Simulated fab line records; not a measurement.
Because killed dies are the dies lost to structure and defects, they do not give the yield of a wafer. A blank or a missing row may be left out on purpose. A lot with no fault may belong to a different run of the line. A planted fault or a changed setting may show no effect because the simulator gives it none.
Lot-split experiment + flow sky130 + 23 wafers read from 5 lots, route of 708 steps

## THE SPLIT
At SKY_NWELL_IMPLANT_24, the setting energy_kev was moved away from the recipe's 140 on 8 of the 23 wafers read, by -5.0% to -3.4%. For the rest of the wafers, this setting stayed at what the recipe calls for.

The reading comes from the split's own step.

## THE READING
The simulator's own value implant.drp_nm, read by no gauge, in nm at SKY_NWELL_IMPLANT_24. The file gives no usual value for it.

| wafer  | tool, chamber at the split | energy_kev as run | against the recipe | implant.drp_nm, nm | against lot-mates on the recipe |
|--------|----------------------------|-------------------|--------------------|--------------------|---------------------------------|
| L074.2 | implanter-03, 0            | 133               | -5.0%              | 93.58              | -1.89                           |
| L074.3 | implanter-03, 0            | 133               | -5.0%              | 93.58              | -1.89                           |
| L074.4 | implanter-03, 0            | 133               | -5.0%              | 93.58              | -1.89                           |
| L074.5 | implanter-03, 0            | 140               | recipe             | 95.47              | -                               |
| L074.6 | implanter-03, 0            | 140               | recipe             | 95.47              | -                               |
| L078.1 | implanter-02, 0            | 140               | recipe             | 95.47              | -                               |
| L078.3 | implanter-02, 0            | 140               | recipe             | 95.47              | -                               |
| L078.4 | implanter-02, 0            | 140               | recipe             | 95.47              | -                               |
| L080.1 | implanter-04, 0            | 135.2             | -3.4%              | 94.18              | -1.29                           |
| L080.3 | implanter-04, 0            | 135.2             | -3.4%              | 94.18              | -1.29                           |
| L080.5 | implanter-04, 0            | 135.2             | -3.4%              | 94.18              | -1.29                           |
| L080.4 | implanter-04, 0            | 140               | recipe             | 95.47              | -                               |
| L080.6 | implanter-04, 0            | 140               | recipe             | 95.47              | -                               |
| L082.1 | implanter-04, 0            | 140               | recipe             | 95.47              | -                               |
| L082.2 | implanter-04, 0            | 140               | recipe             | 95.47              | -                               |
| L082.3 | implanter-04, 0            | 140               | recipe             | 95.47              | -                               |
| L082.4 | implanter-04, 0            | 140               | recipe             | 95.47              | -                               |
| L082.6 | implanter-04, 0            | 140               | recipe             | 95.47              | -                               |
| L083.1 | implanter-02, 0            | 140               | recipe             | 95.47              | -                               |
| L083.3 | implanter-02, 0            | 140               | recipe             | 95.47              | -                               |
| L083.6 | implanter-02, 0            | 140               | recipe             | 95.47              | -                               |
| L083.2 | implanter-02, 0            | 135.2             | -3.4%              | 94.18              | -1.29                           |
| L083.4 | implanter-02, 0            | 135.2             | -3.4%              | 94.18              | -1.29                           |

FIT RESULTS
A straight line over all 23 wafers: implant.drp_nm changes by +0.377 nm for each +1% of energy_kev; r = +1.00; the points scatter about the line by 0.0022 nm.
The same after taking each lot's own level away (the mean of its wafers on the recipe; 23 wafers): +0.377 nm for each +1%; r = +1.00; scatter 0.0022 nm.
According to that fit, moving energy_kev by its largest amount changes the reading by 1.9 nm.
The lots' own levels span 95.470 to 95.470 nm.
So the lot-to-lot level changes the slope little: the two slopes agree.
Check: with one of the wafers moved furthest among these (-5.0%) left out of the fit, the line predicts -1.89 nm for it against its lot-mates. Against them it came out at -1.89 nm.

## THESE WAFERS: OTHER SPLITS
Other splits were also applied to these wafers ahead of the reading. Each is held against what the fit with the lots' levels taken away leaves over:
| other split on the same wafers    | wafers away from the commonest value | r with implant.drp_nm (lot level and that fit taken away) |
|-----------------------------------|--------------------------------------|-----------------------------------------------------------|
| SKY_FIELD_ISO_OXIDATION_01 temp_c | 10                                   | -0.08                                                     |
| SKY_NWELL_OXIDATION_01 ox_time_s  | 15                                   | -0.24                                                     |
| SKY_PWDE_COAT_02 spin_rpm         | 10                                   | -0.47                                                     |
| SKY_NWELL_IMPLANT_11 dose_cm2     | 9                                    | +0.02                                                     |

## FILE'S OWN FIT
implant.drp_nm changes by +0.378 nm for each +1% of energy_kev, r = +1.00.
